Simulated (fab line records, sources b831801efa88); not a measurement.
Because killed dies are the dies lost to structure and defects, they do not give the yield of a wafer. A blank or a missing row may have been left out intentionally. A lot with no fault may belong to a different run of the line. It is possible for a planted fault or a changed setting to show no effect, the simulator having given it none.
fab line records -- flow sky130
record: lots: 6, wafers: 18, lastDay: 50
route steps=708 shown SONOS_ONO@176 GATE_OXIDE@187
lots that met no fault: from a run of the same line without faults
startH: hours from the record's first day to the start of the lot's first wafer shown -- waitH: hours from the lot's prior step to this one -- " same as the row above -- L1.1+2: a single row standing in for several wafers -- - no value present, or no start provided -- * or withheld: withheld -- < > ~ a bound
route shown NAME@n: NAME is a module with steps in the file, n the number in the route of the first one -- usual: the fault-free wafers' mean and standard deviation -- same: alike in all rows -- chamber/n: place in a boat -- sites: the reading at each site -- _std_site: standard deviation across them -- _edge_site: mean of outer sites minus mean of inner sites -- radiusMm: for every site, how far away it sits from the centre of the wafer -- mask NAME#n: copy n -- behind: the last tool/chamber to shape the wafer -- hold: cause of the lot's hold/its duration in hours/its outcome -- device: names the non-switching transistor (n, p or np) -- end of line: tests of these same wafers at the route's end -- a step with no rows: only its recipe -- killed: count of dies lost to structure and defects at first sort (not the wafer's yield) -- map: dies across one wafer; x = killed, . = not, _ = none there
set.NAME: the run value of the setting; set.NAME@STEP: its run value at that earlier step -- model.NAME: the simulator's own value behind a step, which no gauge read
a table for each step, a row for each wafer; lots at some steps of the route
services: from which hour (startH, from the record's first day; less than 0 if before it) a tool's chamber was out of use, for how many hours, and why
== steps ==
step: SKY_SONOS_ONO_COAT_08
recipe: resist: NOVOLAK, spinRpm: 3000, resistThkNm: 1140
step: SKY_SONOS_ONO_SOFTBAKE_09
recipe: tempC: 90, timeS: 60, resist: NOVOLAK
step: SKY_SONOS_ONO_EXPOSE_10
recipe: maskId: ONOM, targetCdNm: 410, na: 0.6, sourceShape: conventional, sigmaOuter: 0.6, doseMj: 150
step: SKY_SONOS_ONO_PEB_11
recipe: tempC: withheld, timeS: *, resist: NOVOLAK
step: SKY_SONOS_ONO_DEVELOP_12
recipe: developTimeS: 60, devTempC: 23
step: SKY_SONOS_ONO_CD_MEAS_13
recipe: targetCdNm: 410
usual: cdNm: 409.5/2.2
lot.wafer,tool,chamber,startH,waitH,cdNm
L186.2,cdSem-01,-,282.87,0.1,411.2
L186.5,cdSem-01,-,282.87,0.1,412.2
L186.6,cdSem-01,-,282.87,0.1,411.6
L191.3,cdSem-02,-,324.64,0.1,408.7
L191.4,cdSem-02,-,324.64,0.1,407.4
L191.6,cdSem-02,-,324.64,0.1,407.3
L192.1,cdSem-02,-,328.29,0.1,410.2
L192.3,cdSem-02,-,328.29,0.1,409.4
L192.6,cdSem-02,-,328.29,0.1,409.6
L193.1,cdSem-02,-,338.70,0.1,406.9
L193.3,cdSem-02,-,338.70,0.1,408.0
L193.5,cdSem-02,-,338.70,0.1,407.5
L199.1,cdSem-02,-,392.25,0.1,407.6
L199.5,cdSem-02,-,392.25,0.1,407.0
L199.6,cdSem-02,-,392.25,0.1,407.8
L207.3,cdSem-01,-,474.09,0.1,408.8
L207.5,cdSem-01,-,474.09,0.1,410.3
L207.6,cdSem-01,-,474.09,0.1,409.7
step: SKY_SONOS_ONO_OVL_MEAS_14
usual: SONOS_ONO_OVL: 0.4/1.6
lot.wafer,tool,chamber,startH,waitH,SONOS_ONO_OVL[nm]
L186.2,overlay-01,-,282.97,0.1,1.9
L186.5,overlay-01,-,282.97,0.1,3.0
L186.6,overlay-01,-,282.97,0.1,1.3
L191.3,overlay-01,-,324.73,0.1,2.0
L191.4,overlay-01,-,324.73,0.1,2.2
L191.6,overlay-01,-,324.73,0.1,2.5
L192.1,overlay-01,-,328.41,0.1,0.6
L192.3,overlay-01,-,328.41,0.1,-0.8
L192.6,overlay-01,-,328.41,0.1,-0.1
L193.1,overlay-01,-,338.82,0.1,0.5
L193.3,overlay-01,-,338.82,0.1,-1.1
L193.5,overlay-01,-,338.82,0.1,0.6
L199.1,overlay-01,-,392.37,0.1,3.1
L199.5,overlay-01,-,392.37,0.1,0.7
L199.6,overlay-01,-,392.37,0.1,2.0
L207.3,overlay-02,-,474.18,0.1,-1.4
L207.5,overlay-02,-,474.18,0.1,0.0
L207.6,overlay-02,-,474.18,0.1,-1.2
step: SKY_SONOS_ONO_ETCH_15
recipe: targetDepthNm: 19.52, chemistry: CHF3/O2, sourceW: 600, biasW: 200, pressureMtorr: 40, chf3FlowSccm: 50, O2_flow_sccm: 5, timeS: 7.8
usual: chf3FlowSccm: 50.00/0.16, drypumpMotorCurrentA: 5.9/0.61, oesProductAu: 1.000/0.011, throttleValvePct: 8.825/0.009
lot.wafer,tool,chamber,startH,waitH,chf3FlowSccm,drypumpMotorCurrentA,oesProductAu,rfHoursCounterH,throttleValvePct
L186.2,rieDiel-03,2,283.00,0.0,50.15,5.2,0.995,2,8.832
L186.5,rieDiel-03,2,283.00,0.0,50.00,5.2,1.003,-,8.814
L186.6,rieDiel-03,1,283.00,0.0,49.84,5.2,1.026,-,8.811
L191.3,rieDiel-04,2,324.75,0.0,49.98,6.8,0.990,48,8.830
L191.4,rieDiel-04,0,324.75,0.0,50.14,5.8,0.999,76,8.831
L191.6,rieDiel-04,1,324.75,0.0,49.87,6.8,1.010,-,8.836
L192.1,rieDiel-03,2,328.45,0.0,50.18,5.3,0.995,3,8.822
L192.3,rieDiel-03,1,328.45,0.0,49.85,5.2,1.008,0,8.829
L192.6,rieDiel-03,2,328.45,0.0,50.20,5.2,1.007,-,8.828
L193.1,rieDiel-03,1,338.85,0.0,49.89,5.2,1.017,1,8.832
L193.3,rieDiel-03,3,338.85,0.0,50.21,6.7,0.987,4,8.827
L193.5,rieDiel-03,2,338.85,0.0,50.51,5.3,0.995,-,8.808
L199.1,rieDiel-02,0,392.40,0.0,50.11,5.0,0.996,106,8.824
L199.5,rieDiel-02,2,392.40,0.0,50.06,6.3,1.003,-,8.801
L199.6,rieDiel-02,1,392.40,0.0,50.19,6.0,0.999,-,8.818
L207.3,rieDiel-03,2,474.20,0.0,50.12,5.2,1.000,5,8.818
L207.5,rieDiel-03,1,474.20,0.0,50.04,5.2,1.010,-,8.841
L207.6,rieDiel-03,0,474.20,0.0,50.07,5.9,1.008,-,8.829
step: SKY_SONOS_ONO_WET_ETCH_16
recipe: chemistry: dHF, targetDepthNm: 14, dry: n2Spin, target: SiO2, dilution: 100:1, tempC: 25, timeS: 280
step: SKY_SONOS_ONO_STRIP_17
recipe: chemistry: O2/N2, powerW: 1400, pressureMtorr: 1500, platenTempC: withheld, o2FlowSccm: 3000, n2FlowSccm: 300, overashFraction: 0.5
usual: drypumpMotorCurrentA: 5.9/0.59, oesProductAu: 0.711/0.0047, stripTimeToEndpointS: 14.11/0.044
same: overashFraction: 0.5
lot.wafer,tool,chamber,startH,waitH,drypumpMotorCurrentA,oesProductAu,rfHoursCounterH,stripTimeToEndpointS
L186.2,plasmaAsher-01,0,283.12,0.0,4.9,0.708,61,14.10
L186.5,plasmaAsher-01,1,283.12,0.0,6.3,0.714,-,14.09
L186.6,plasmaAsher-01,0,283.12,0.0,4.9,0.707,-,14.09
L191.3,plasmaAsher-01,0,324.90,0.0,4.9,0.718,-,14.08
L191.4,plasmaAsher-01,1,324.90,0.0,6.3,0.708,-,14.12
L191.6,plasmaAsher-01,0,324.90,0.0,4.9,0.710,-,14.10
L192.1,plasmaAsher-01,0,328.56,0.0,4.9,0.711,66,14.14
L192.3,plasmaAsher-01,1,328.56,0.0,6.2,0.708,-,14.22
L192.6,plasmaAsher-01,1,328.56,0.0,6.2,0.703,-,14.21
L193.1,plasmaAsher-01,0,338.96,0.0,4.9,0.709,67,14.07
L193.3,plasmaAsher-01,1,338.96,0.0,6.3,0.702,-,14.09
L193.5,plasmaAsher-01,0,338.96,0.0,4.9,0.707,-,14.15
L199.1,plasmaAsher-01,1,392.53,0.0,6.3,0.710,72,14.01
L199.5,plasmaAsher-01,0,392.53,0.0,4.9,0.712,-,14.08
L199.6,plasmaAsher-01,1,392.53,0.0,6.3,0.711,-,14.08
L207.3,plasmaAsher-03,0,474.34,0.0,6.3,0.718,-,14.11
L207.5,plasmaAsher-03,0,474.34,0.0,6.3,0.709,-,14.10
L207.6,plasmaAsher-03,1,474.34,0.0,5.7,0.704,-,14.10
step: SKY_SONOS_ONO_WET_ETCH_18
recipe: chemistry: H3PO4, targetDepthNm: 15, target: Si3N4, tempC: 160, timeS: 172
step: SKY_GATE_OXIDE_CLEAN_00
recipe: chemistry: SC1/SC2, mix: 1:4:20, tempC: 70, timeS: 150, dry: n2Spin
step: SKY_GATE_OXIDE_OXIDATION_01
recipe: tempC: 900, ambient: O2, stabiliseS: 600, purgeS: 300, targetThkA: 102.68, oxTimeS: 1473
usual: oxTempC: 900.0/0.39, oxTempCMax: 904.5/0.94, spikeTcCentreC: 899.0/1.1, spikeTcLowerC: 900.2/1.4, zonePowerBottomPct: 26.0/2.4
lot.wafer,tool,chamber,startH,waitH,oxTempC,oxTempCMax,spikeTcCentreC,spikeTcLowerC,zonePowerBottomPct
L186.2,furnace-02,0,284.43,1.1,899.5,904.4,898.6,901.4,24.2
L186.5,furnace-02,0,284.43,1.1,900.0,903.9,899.2,900.6,24.3
L186.6,furnace-02,0,284.43,1.1,899.4,903.6,899.3,902.3,24.0
L191.3,furnace-02,-,333.77,8.7,-,-,-,-,-
L191.4,furnace-02,-,333.77,8.7,-,-,-,-,-
L191.6,furnace-02,-,333.77,8.7,-,-,-,-,-
L192.1,furnace-02,-,333.77,5.0,-,-,-,-,-
L192.3,furnace-02,-,333.77,5.0,-,-,-,-,-
L192.6,furnace-02,-,333.77,5.0,-,-,-,-,-
L193.1,furnace-02,0,346.16,7.0,899.9,903.2,899.2,899.9,24.3
L193.3,furnace-02,0,346.16,7.0,899.5,903.5,898.7,900.8,24.0
L193.5,furnace-02,0,346.16,7.0,899.8,903.8,899.0,900.0,23.6
L199.1,furnace-01,0,393.44,0.7,899.7,904.2,900.2,899.9,29.2
L199.5,furnace-01,0,393.44,0.7,900.0,905.2,900.1,896.8,29.3
L199.6,furnace-01,0,393.44,0.7,899.5,903.8,899.7,898.7,29.2
L207.3,furnace-02,0,474.51,0.0,899.5,904.4,899.5,902.2,24.3
L207.5,furnace-02,0,474.51,0.0,899.8,903.7,898.6,901.4,24.5
L207.6,furnace-02,0,474.51,0.0,899.8,904.3,898.3,898.9,24.4
step: SKY_GATE_OXIDE_DEHYDRATE_03
recipe: tempC: 200, timeS: 60
== services ==
tool,chamber,startH,hours,kind
rieDiel-02,-,261.10,0.7,repair
rieDiel-03,2,264.34,2.4,repair
rieDiel-03,2,266.78,4.0,repair
plasmaAsher-03,-,270.16,0.9,repair
plasmaAsher-01,-,271.65,1.9,repair
rieDiel-04,1,296.55,22.2,repair
furnace-01,-,303.59,2.9,pm
rieDiel-03,0,304.99,3.6,repair
plasmaAsher-01,-,311.27,0.5,repair
rieDiel-04,2,314.41,2.6,repair
furnace-01,-,316.26,31.1,repair
rieDiel-04,-,328.94,28.1,pm
rieDiel-03,0,331.04,9.0,repair
furnace-02,-,353.25,2.6,pm
rieDiel-04,-,357.04,2.8,pm
rieDiel-04,1,359.76,9.7,repair
furnace-01,-,368.63,2.6,pm
plasmaAsher-03,-,373.74,6.5,repair
rieDiel-04,-,383.64,0.4,repair
plasmaAsher-01,-,421.25,9.0,pm
rieDiel-02,2,444.57,11.0,repair
furnace-01,-,458.02,1.4,pm
furnace-01,-,471.87,3.0,pm
rieDiel-04,2,473.85,4.6,repair
== key ==
firstSign: step: SKY_GATE_OXIDE_OXIDATION_01, reading: toolRecord, direction: missing
effect none on later readings
metAt SKY_GATE_OXIDE_OXIDATION_01
struckWafers L191.3,L191.4,L191.6,L192.1,L192.3,L192.6
laterRowsLeftOut L191.3,L191.4,L191.6,L192.1,L192.3,L192.6
sortLeftOut L191.3,L191.4,L191.6,L192.1,L192.3,L192.6
testerLeftOut L191,L192
onsetBetween 284.43 333.77
fault: kind: skippedStepWhole, tool: furnace-02, chamber: -, onsetH: 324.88, steps: SKY_GATE_OXIDE_OXIDATION_01, scope: struckLotsOnly
testerLeftOut: of these lots the tester's yield and bins aren't shown, on N5 and GAA mostly nor the transistor test; their killed dies are dies lost to structure and defects alone, not to doping, threshold or leakage, so they don't give the yield
sortLeftOut: the simulated sort isn't trusted on such a fault, so these wafers' sort isn't shown, and their yield isn't known
laterRowsLeftOut: the simulator's readings of these wafers behind a module that went badly wrong aren't trusted and aren't shown, but for the sort
